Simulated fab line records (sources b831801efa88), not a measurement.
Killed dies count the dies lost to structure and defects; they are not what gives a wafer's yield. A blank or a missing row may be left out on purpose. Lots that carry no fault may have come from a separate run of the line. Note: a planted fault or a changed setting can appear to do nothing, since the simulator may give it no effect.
Chamber matching || flow gf180mcu || GF_V1_CMP_04 on cmp-02 has 4 sister chambers
The step polishes SiO2. 8 wafers are shown with their chamber, then 8 later ones without.

## WAFERS PAIRED WITH THEIR CHAMBERS
{"wafer": "L273.6", "chamber": 0, "motor current A (A)": 11.5, "retaining ring pressure frac": 1.000}
{"wafer": "L277.1", "chamber": 1, "motor current A (A)": 11.3, "retaining ring pressure frac": 1.009}
{"wafer": "L277.4", "chamber": 0, "motor current A (A)": 11.3, "retaining ring pressure frac": 0.999}
{"wafer": "L277.6", "chamber": 1, "motor current A (A)": 11.1, "retaining ring pressure frac": 0.996}
{"wafer": "L278.3", "chamber": 2, "motor current A (A)": 11.0, "retaining ring pressure frac": 1.000}
{"wafer": "L278.4", "chamber": 3, "motor current A (A)": 11.8, "retaining ring pressure frac": 1.014}
{"wafer": "L278.6", "chamber": 3, "motor current A (A)": 11.9, "retaining ring pressure frac": 1.009}
{"wafer": "L281.1", "chamber": 2, "motor current A (A)": 10.7, "retaining ring pressure frac": 0.995}

## WAFERS WITHOUT THEIR CHAMBER
{"wafer": "L281.5", "motor current A (A)": 11.2, "retaining ring pressure frac": 0.996}
{"wafer": "L281.6", "motor current A (A)": 11.4, "retaining ring pressure frac": 1.002}
{"wafer": "L287.2", "motor current A (A)": 11.3, "retaining ring pressure frac": 0.997}
{"wafer": "L287.3", "motor current A (A)": 10.8, "retaining ring pressure frac": 1.005}
{"wafer": "L287.5", "motor current A (A)": 12.3, "retaining ring pressure frac": 0.995}
{"wafer": "L294.1", "motor current A (A)": 11.4, "retaining ring pressure frac": 1.000}
{"wafer": "L294.2", "motor current A (A)": 12.5, "retaining ring pressure frac": 0.992}
{"wafer": "L294.6", "motor current A (A)": 10.6, "retaining ring pressure frac": 0.998}

## EACH ONE'S CHAMBER
{"wafer": "L281.5", "from the rows above": "can't be placed: 1 or 0 or 2", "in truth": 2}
{"wafer": "L281.6", "from the rows above": "can't be placed: 0 or 1", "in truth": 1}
{"wafer": "L287.2", "from the rows above": "can't be placed: 0 or 1", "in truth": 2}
{"wafer": "L287.3", "from the rows above": "can't be placed: 2 or 1", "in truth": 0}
{"wafer": "L287.5", "from the rows above": "can't be placed: 3 or 0", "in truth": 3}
{"wafer": "L294.1", "from the rows above": "can't be placed: 0 or 1", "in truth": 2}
{"wafer": "L294.2", "from the rows above": "can't be placed: 3 or 0", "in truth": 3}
{"wafer": "L294.6", "from the rows above": 2, "in truth": 2}
Placed correctly: 1 of 8. Unplaceable from these rows: 7, with the true chamber sitting among the candidates in 4. Number placed wrongly: 0.
How it was worked out, from the rows above alone: a wafer's distance from a chamber is the root of the sum, over the readings, of the square of ((its reading less the chamber's mean) divided by the reading's scatter). If the next closest chamber is less than 2 further off than the closest, the wafer can't be placed; otherwise it belongs to the closest. The mean given for a chamber averages the wafers shown for that chamber. The scatter: take each reading less its chamber's mean, square it, sum over the shown wafers, divide by the number of wafers less the number of chambers, and take the root.
